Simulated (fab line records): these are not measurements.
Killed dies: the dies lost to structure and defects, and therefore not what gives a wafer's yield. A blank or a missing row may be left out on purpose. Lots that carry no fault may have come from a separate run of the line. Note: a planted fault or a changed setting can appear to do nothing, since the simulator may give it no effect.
fab line records    flow sky130
record lots=11  wafers=33  last_day=50
route steps=708 shown LI_CONTACT@374 LOCAL_INTERCONNECT@387 CONTACT@409
lots untouched by any fault: they come from a run of this same line in which no faults occurred
start_h: start of the lot's first displayed wafer, in hours after the record's first day    wait_h: hours elapsed since this lot's preceding step    " same as the row above    L1.1+2: several wafers, shown together as one row    - no value present, or no start provided    * or withheld: withheld    < > ~ a bound
route shown NAME@n: a module of which the file shows steps, and the number in the route of the first    usual: the fault-free wafers' mean and standard deviation    same: alike in all rows    chamber/n: place in a boat    sites: each site's reading    _std_site: standard deviation across them    _edge_site: inner sites' mean taken away from outer sites' mean    radius_mm: how far each site lies from the wafer's centre    mask NAME#n: copy n    behind: tool/chamber where the wafer was last shaped    hold: cause of the lot's hold/its duration in hours/its outcome    device: transistor that didn't switch, given as n, p or np    end of line: the tests these same wafers got at the end of their route    a step given without rows: its recipe and nothing more    killed: at the first sort, the dies lost to defects and structure; wafer yield is something else    map: shows each die of a wafer: x if killed, . if not, _ if none is there
set.NAME: the setting as run; set.NAME@STEP: as run at that earlier step    model.NAME: the simulator's own value behind a step, which no gauge read
steps of the route over a sample of lots; a table a step, a row a wafer
services: when a tool's chamber went out of use (start_h, in hours from the record's first day, below 0 if earlier), for how many hours, and the reason
## steps
# step SKY_LI_CONTACT_CD_MEAS_12
# recipe target_cd_nm=170
# usual cd_nm=170.1/1.4
lot.wafer  tool       chamber  start_h  wait_h  cd_nm
L247.1     cd_sem-01  -        674.68   -       171.4
L247.3     "          -        "        "       169.5
L247.4     "          -        "        "       170.1
L248.3     cd_sem-01  -        691.37   -       171.7
L248.4     "          -        "        "       172.6
L248.6     "          -        "        "       173.2
L249.1     cd_sem-01  -        696.23   -       169.3
L249.5     "          -        "        "       169.7
L249.6     "          -        "        "       168.9
L253.1     cd_sem-01  -        730.48   -       168.6
L253.2     "          -        "        "       167.7
L253.3     "          -        "        "       169.2
L256.1     cd_sem-01  -        752.10   -       166.7
L256.3     "          -        "        "       168.3
L256.4     "          -        "        "       168.6
L257.4     cd_sem-02  -        759.56   -       172.1
L257.5     "          -        "        "       171.0
L257.6     "          -        "        "       172.6
L261.1     cd_sem-01  -        791.50   -       169.2
L261.2     "          -        "        "       168.8
L261.6     "          -        "        "       169.4
L264.2     cd_sem-01  -        832.50   -       169.9
L264.3     "          -        "        "       170.9
L264.5     "          -        "        "       170.4
L267.1     cd_sem-01  -        834.38   -       172.3
L267.2     "          -        "        "       170.7
L267.4     "          -        "        "       171.6
L268.1     cd_sem-02  -        841.08   -       171.3
L268.4     "          -        "        "       170.4
L268.5     "          -        "        "       172.0
L269.1     cd_sem-02  -        852.95   -       170.8
L269.4     "          -        "        "       170.4
L269.6     "          -        "        "       170.4
# step SKY_LI_CONTACT_THK_MEAS_23
# recipe thk_meas_gauge=xrf  reads=W_of_LI_CONTACT_CVD_21
# usual LI_CONTACT_W_THK=404/5.8
lot.wafer  tool           chamber  start_h  wait_h  LI_CONTACT_W_THK[nm]
L247.1     film_metro-01  -        675.64   0.1     402
L247.3     "              -        "        "       411
L247.4     "              -        "        "       407
L248.3     film_metro-01  -        692.33   0.1     411
L248.4     "              -        "        "       409
L248.6     "              -        "        "       407
L249.1     film_metro-04  -        697.19   0.1     398
L249.5     "              -        "        "       402
L249.6     "              -        "        "       405
L253.1     film_metro-01  -        731.46   0.1     409
L253.2     "              -        "        "       413
L253.3     "              -        "        "       411
L256.1     film_metro-04  -        753.06   0.1     398
L256.3     "              -        "        "       398
L256.4     "              -        "        "       400
L257.4     film_metro-01  -        760.49   0.1     407
L257.5     "              -        "        "       407
L257.6     "              -        "        "       408
L261.1     film_metro-01  -        792.50   0.1     402
L261.2     "              -        "        "       407
L261.6     "              -        "        "       405
L264.2     film_metro-04  -        833.47   0.1     395
L264.3     "              -        "        "       397
L264.5     "              -        "        "       395
L267.1     film_metro-01  -        835.55   0.1     403
L267.2     "              -        "        "       401
L267.4     "              -        "        "       404
L268.1     film_metro-02  -        842.04   0.1     397
L268.4     "              -        "        "       397
L268.5     "              -        "        "       401
L269.1     film_metro-04  -        853.93   0.1     406
L269.4     "              -        "        "       405
L269.6     "              -        "        "       402
# step SKY_LOCAL_INTERCONNECT_SPUTTER_00
# recipe material=TiN  target_thk_nm=100  temp_c=300  power_w=6500  time_s=83.3  chamber_pressure_pa=0.4
# usual throttle_valve_pct=29.7/0.85
lot.wafer  tool            chamber  start_h  wait_h  throttle_valve_pct
L247.1     pvd_sputter-02  -        676.00   0.1     28.9
L247.3     "               -        "        "       29.5
L247.4     "               -        "        "       30.3
L248.3     pvd_sputter-02  -        692.67   0.2     30.4
L248.4     "               -        "        "       29.7
L248.6     "               -        "        "       29.7
L249.1     pvd_sputter-04  -        697.55   0.2     30.1
L249.5     "               -        "        "       31.7
L249.6     "               -        "        "       30.1
L253.1     pvd_sputter-04  -        731.82   0.1     30.1
L253.2     "               -        "        "       29.9
L253.3     "               -        "        "       28.9
L256.1     pvd_sputter-04  -        753.42   0.1     30.1
L256.3     "               -        "        "       28.9
L256.4     "               -        "        "       30.2
L257.4     pvd_sputter-01  -        761.08   0.1     30.0
L257.5     "               -        "        "       29.1
L257.6     "               -        "        "       29.9
L261.1     pvd_sputter-01  -        792.86   0.1     29.5
L261.2     "               -        "        "       29.2
L261.6     "               -        "        "       29.9
L264.2     pvd_sputter-04  -        833.82   0.1     30.1
L264.3     "               -        "        "       29.7
L264.5     "               -        "        "       31.7
L267.1     pvd_sputter-02  -        835.91   0.1     28.7
L267.2     "               -        "        "       29.4
L267.4     "               -        "        "       29.7
L268.1     pvd_sputter-01  -        842.40   0.1     29.9
L268.4     "               -        "        "       29.8
L268.5     "               -        "        "       30.0
L269.1     pvd_sputter-02  -        854.29   0.1     28.8
L269.4     "               -        "        "       29.3
L269.6     "               -        "        "       28.5
# step SKY_LOCAL_INTERCONNECT_RS_MEAS_01
# recipe thk_meas_gauge=four-point-probe  reads=TiN_of_LOCAL_INTERCONNECT_SPUTTER_00
# usual LOCAL_INTERCONNECT_TIN_RS=14.13/0.14
lot.wafer  tool           chamber  start_h  wait_h  LOCAL_INTERCONNECT_TIN_RS[ohm/sq]
L247.1     film_metro-02  -        676.07   0.0     13.92
L247.3     "              -        "        "       14.11
L247.4     "              -        "        "       14.06
L248.3     film_metro-03  -        692.77   0.1     14.13
L248.4     "              -        "        "       14.06
L248.6     "              -        "        "       14.17
L249.1     film_metro-03  -        697.62   0.0     14.12
L249.5     "              -        "        "       14.21
L249.6     "              -        "        "       14.13
L253.1     film_metro-02  -        731.88   0.0     13.99
L253.2     "              -        "        "       14.32
L253.3     "              -        "        "       10.02
L256.1     film_metro-02  -        753.49   0.0     14.41
L256.3     "              -        "        "       10.04
L256.4     "              -        "        "       14.23
L257.4     film_metro-03  -        761.20   0.1     13.92
L257.5     "              -        "        "       14.05
L257.6     "              -        "        "       14.02
L261.1     film_metro-02  -        792.92   0.0     14.42
L261.2     "              -        "        "       14.47
L261.6     "              -        "        "       14.40
L264.2     film_metro-03  -        833.90   0.1     14.21
L264.3     "              -        "        "       14.05
L264.5     "              -        "        "       14.08
L267.1     film_metro-02  -        835.97   0.0     13.97
L267.2     "              -        "        "       14.06
L267.4     "              -        "        "       14.07
L268.1     film_metro-01  -        842.47   0.0     14.15
L268.4     "              -        "        "       14.16
L268.5     "              -        "        "       14.18
L269.1     film_metro-02  -        854.35   0.0     13.87
L269.4     "              -        "        "       13.96
L269.6     "              -        "        "       13.86
# step SKY_LOCAL_INTERCONNECT_THK_MEAS_02
# recipe thk_meas_gauge=xrf  reads=TiN_of_LOCAL_INTERCONNECT_SPUTTER_00
# usual LOCAL_INTERCONNECT_TIN_THK=101.1/0.96
lot.wafer  tool           chamber  start_h  wait_h  LOCAL_INTERCONNECT_TIN_THK[nm]
L247.1     film_metro-02  -        676.19   0.1     102.7
L247.3     "              -        "        "       101.2
L247.4     "              -        "        "       101.4
L248.3     film_metro-03  -        692.87   0.1     101.1
L248.4     "              -        "        "       101.9
L248.6     "              -        "        "       101.5
L249.1     film_metro-03  -        697.74   0.1     101.0
L249.5     "              -        "        "       100.2
L249.6     "              -        "        "       100.7
L253.1     film_metro-02  -        732.00   0.1     102.4
L253.2     "              -        "        "       100.6
L253.3     "              -        "        "       141.6
L256.1     film_metro-02  -        753.61   0.1     99.6
L256.3     "              -        "        "       140.2
L256.4     "              -        "        "       100.5
L257.4     film_metro-03  -        761.29   0.1     102.2
L257.5     "              -        "        "       101.0
L257.6     "              -        "        "       101.1
L261.1     film_metro-02  -        793.04   0.1     99.7
L261.2     "              -        "        "       99.4
L261.6     "              -        "        "       99.6
L264.2     film_metro-03  -        834.01   0.1     99.3
L264.3     "              -        "        "       101.2
L264.5     "              -        "        "       100.5
L267.1     film_metro-02  -        836.09   0.1     102.5
L267.2     "              -        "        "       101.9
L267.4     "              -        "        "       101.6
L268.1     film_metro-01  -        842.59   0.1     101.3
L268.4     "              -        "        "       101.4
L268.5     "              -        "        "       100.6
L269.1     film_metro-02  -        854.47   0.1     102.8
L269.4     "              -        "        "       102.1
L269.6     "              -        "        "       102.9
# step SKY_LOCAL_INTERCONNECT_METAL_ETCH_14
# recipe target_depth_nm=110  stop_on=PSG  chemistry=Cl2/BCl3  target=TiN  resist_sidewall_deg=88  pressure_mtorr=10  icp_w=900  bias_w=48.5  Cl2_flow_sccm=60  bcl3_flow_sccm=30  time_s=31.4
# usual drypump_motor_current_A=5.67/0.22  oes_product_au=0.942/0.0074  throttle_valve_pct=21.900/0.0099
lot.wafer  tool          chamber  start_h  wait_h  drypump_motor_current_A  oes_product_au  rf_hours_counter_h  throttle_valve_pct
L247.1     rie_metal-03  0        704.40   0.0     5.49                     0.951           1                   21.904
L247.3     "             0        "        "       5.52                     0.943           -                   21.894
L247.4     "             1        "        "       5.73                     0.939           -                   21.904
L248.3     rie_metal-04  1        725.39   0.0     5.69                     0.939           -                   21.907
L248.4     "             0        "        "       5.91                     0.937           -                   21.893
L248.6     "             1        "        "       5.68                     0.949           -                   21.895
L249.1     rie_metal-04  0        727.60   0.0     5.93                     0.942           0                   21.892
L249.5     "             1        "        "       5.69                     0.944           -                   21.901
L249.6     "             0        "        "       5.95                     0.950           -                   21.881
L253.1     rie_metal-04  0        759.27   0.0     5.91                     0.943           1                   21.893
L253.2     "             1        "        "       5.70                     0.931           15                  21.920
L253.3     "             0        "        "       5.91                     1.005           -                   21.867
L256.1     rie_metal-04  0        779.97   0.0     5.97                     0.936           2                   21.894
L256.3     "             1        "        "       5.72                     1.014           -                   21.867
L256.4     "             0        "        "       5.96                     0.940           -                   21.885
L257.4     rie_metal-03  0        788.22   0.0     5.45                     0.945           -                   21.893
L257.5     "             1        "        "       5.73                     0.954           -                   21.903
L257.6     "             0        "        "       5.44                     0.946           -                   21.896
L261.1     rie_metal-04  1        818.64   0.1     5.70                     0.929           18                  21.913
L261.2     "             0        "        "       5.93                     0.930           4                   21.911
L261.6     "             0        "        "       5.94                     0.933           -                   21.903
L264.2     rie_metal-04  1        860.57   0.0     5.69                     0.937           19                  21.921
L264.3     "             0        "        "       5.95                     0.947           -                   21.893
L264.5     "             0        "        "       5.94                     0.949           -                   21.900
L267.1     rie_metal-03  0        862.47   0.0     5.47                     0.952           5                   21.903
L267.2     "             1        "        "       5.72                     0.945           6                   21.892
L267.4     "             1        "        "       5.71                     0.943           -                   21.910
L268.1     rie_metal-03  0        869.35   0.0     5.43                     0.940           6                   21.893
L268.4     "             1        "        "       5.72                     0.940           -                   21.886
L268.5     "             0        "        "       5.48                     0.937           -                   21.884
L269.1     rie_metal-04  0        880.19   0.1     5.94                     0.954           7                   21.905
L269.4     "             0        "        "       5.92                     0.949           -                   21.907
L269.6     "             0        "        "       5.94                     0.951           -                   21.889
# step SKY_CONTACT_THK_MEAS_03
# recipe reads=SiO2_of_CONTACT_HDPCVD_02
# usual CONTACT_HDPCVD_THK=566/6.2
lot.wafer  tool           chamber  start_h  wait_h  CONTACT_HDPCVD_THK[nm]
L247.1     film_metro-03  -        705.22   0.0     560
L247.3     "              -        "        "       571
L247.4     "              -        "        "       553
L248.3     film_metro-03  -        726.37   0.1     567
L248.4     "              -        "        "       563
L248.6     "              -        "        "       567
L249.1     film_metro-02  -        728.50   0.0     563
L249.5     "              -        "        "       562
L249.6     "              -        "        "       557
L253.1     film_metro-04  -        760.12   0.0     565
L253.2     "              -        "        "       559
L253.3     "              -        "        "       567
L256.1     film_metro-03  -        780.78   0.0     575
L256.3     "              -        "        "       571
L256.4     "              -        "        "       571
L257.4     film_metro-02  -        789.08   0.0     572
L257.5     "              -        "        "       564
L257.6     "              -        "        "       562
L261.1     film_metro-03  -        819.49   0.0     574
L261.2     "              -        "        "       564
L261.6     "              -        "        "       574
L264.2     film_metro-04  -        861.90   0.0     562
L264.3     "              -        "        "       565
L264.5     "              -        "        "       567
L267.1     film_metro-02  -        863.99   0.0     572
L267.2     "              -        "        "       565
L267.4     "              -        "        "       566
L268.1     film_metro-03  -        870.17   0.0     563
L268.4     "              -        "        "       556
L268.5     "              -        "        "       563
L269.1     film_metro-02  -        881.04   0.0     566
L269.4     "              -        "        "       567
L269.6     "              -        "        "       570
## services
tool            chamber  start_h  hours  kind
rie_metal-03    0        654.14   -      clean
rie_metal-03    0        654.14   14.3   scheduled_down
rie_metal-03    0        654.14   14.3   vent_cycle
rie_metal-04    0        672.47   9.7    repair
rie_metal-03    -        673.66   11.4   repair
pvd_sputter-01  -        676.99   58.6   repair
rie_metal-04    0        690.63   -      clean
rie_metal-04    0        690.63   22.8   scheduled_down
rie_metal-04    0        690.63   22.8   vent_cycle
pvd_sputter-01  -        695.50   4.9    repair
pvd_sputter-04  1        716.61   -      consumable_replace:kit
pvd_sputter-04  1        716.61   18.0   scheduled_down
pvd_sputter-04  1        716.61   18.0   vent_cycle
pvd_sputter-04  -        754.70   7.2    repair
pvd_sputter-02  -        788.00   3.3    repair
rie_metal-03    -        811.92   14.6   pm
rie_metal-04    -        821.03   1.1    repair
pvd_sputter-04  0        827.44   -      consumable_replace:kit
pvd_sputter-04  0        827.44   18.0   scheduled_down
pvd_sputter-04  0        827.44   18.0   vent_cycle
pvd_sputter-02  -        834.65   0.7    repair
rie_metal-04    1        871.87   -      clean
rie_metal-04    1        871.87   15.8   scheduled_down
rie_metal-04    1        871.87   15.8   vent_cycle
## key
first_sign step=SKY_LOCAL_INTERCONNECT_RS_MEAS_01  reading=LOCAL_INTERCONNECT_TIN_RS  direction=down  sigmas=28  usual=14.13  struck=10.03
effect step=SKY_LOCAL_INTERCONNECT_THK_MEAS_02  reading=LOCAL_INTERCONNECT_TIN_THK  direction=up  sigmas=41  usual=101.1  struck=140.9
effect step=SKY_LOCAL_INTERCONNECT_METAL_ETCH_14  reading=oes_product_au  direction=up  sigmas=9.1  usual=0.942  struck=1.009
met_at SKY_LOCAL_INTERCONNECT_SPUTTER_00
struck_lots L253,L256
struck_wafers L253.3,L256.3
tester_left_out L253,L256
not_acting_at SKY_LI_CONTACT_CD_MEAS_12,SKY_LI_CONTACT_THK_MEAS_23,SKY_CONTACT_THK_MEAS_03
fault kind=process_parameter_drift  tool=pvd_sputter-04  chamber=-  onset_h=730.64  steps=SKY_LOCAL_INTERCONNECT_SPUTTER_00  channel=time_s  offset=*  shape=step  end_h=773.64  acts_in=*  stated=*  scope=struck_wafers_only
# tester_left_out: of these lots the tester's yield and bins aren't shown, on N5 and GAA mostly nor the transistor test; their killed dies are dies lost to structure and defects alone, not to doping, threshold or leakage, so they don't give the yield
